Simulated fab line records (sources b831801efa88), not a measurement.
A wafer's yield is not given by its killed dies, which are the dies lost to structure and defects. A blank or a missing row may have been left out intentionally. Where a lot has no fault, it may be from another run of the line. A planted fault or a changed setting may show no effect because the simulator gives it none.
Which tool was responsible? :: flow sky130 :: 14 lots (42 wafers sampled), 1 step of a 708-step route

## WHAT THE GAUGES READ, wafer by wafer
SKY_CAP2M_OVL_MEAS_12.
lot: L672
measured: day 41 01:27
on: overlay-02
CAP2M_OVL (nm): 0.5 0.1 2.3

lot: L673
measured: day 41 17:36
on: overlay-02
CAP2M_OVL (nm): -0.2 0.1 0.7

lot: L674
measured: day 41 21:45
on: overlay-02
CAP2M_OVL (nm): 0.7 2.5 0.2

lot: L675
measured: day 42 02:05
on: overlay-01
CAP2M_OVL (nm): -1.5 0.5 0.0

lot: L676
measured: day 42 07:29
on: overlay-01
CAP2M_OVL (nm): 1.1 0.4 2.8

lot: L677
measured: day 42 15:53
on: overlay-01
CAP2M_OVL (nm): -2.0 0.3 -0.6

lot: L678
measured: day 42 22:28
on: overlay-02
CAP2M_OVL (nm): -3.3 -1.8 -3.5

lot: L680
measured: day 43 09:14
on: overlay-02
CAP2M_OVL (nm): -1.7 -0.5 0.6

lot: L687
measured: day 45 16:47
on: overlay-01
CAP2M_OVL (nm): -1.5 -1.5 -0.3

lot: L688
measured: day 46 08:22
on: overlay-02
CAP2M_OVL (nm): 1.4 -3.1 -0.3

lot: L690
measured: day 46 09:23
on: overlay-01
CAP2M_OVL (nm): 1.3 0.9 -0.8

lot: L692
measured: day 46 15:44
on: overlay-02
CAP2M_OVL (nm): 0.5 0.0 -0.9

lot: L693
measured: day 46 17:30
on: overlay-02
CAP2M_OVL (nm): -0.1 -1.8 0.5

lot: L694
measured: day 47 04:12
on: overlay-01
CAP2M_OVL (nm): -1.3 2.2 0.7

## WHICH TOOL RAN EACH LOT (tool, then ch and the chambers of the sampled wafers, then the start)
No process step before these readings appears in the record.

## WHAT THE TOOLS THEMSELVES READ (means of the sampled wafers that have a number; where no wafer has one, the mark that the record gives instead)
The record holds no such reading with a usual standard deviation.

## THE ANSWER, worked out from the rows above alone
Rule: what is usual is taken from the lots themselves. Put in order of their means at a reading, lots are off if they are a third of the lots or fewer, leave a main group of 4 or more, and stand apart from it by a gap of 3 or more times the standard deviation of the main group's means; of several such gaps the widest counts. The tables above print the reading to a certain number of digits; a main group whose means all agree to those digits is not used. A lot without any number at a reading at which 4 lots or more have one is off too. Where the step has rows for the other lots, those lots are counted as sound. Order of review: gauges by route order, followed by the tools' own readings, for which a lot's mean as printed above is used. At the first step where some lot is off, the reading lying furthest off is the one used; lots without a number count as furthest.
No lot is off on any of the readings shown, so nothing can be concluded from this.

## WHAT WAS PUT IN BY THE SIMULATOR
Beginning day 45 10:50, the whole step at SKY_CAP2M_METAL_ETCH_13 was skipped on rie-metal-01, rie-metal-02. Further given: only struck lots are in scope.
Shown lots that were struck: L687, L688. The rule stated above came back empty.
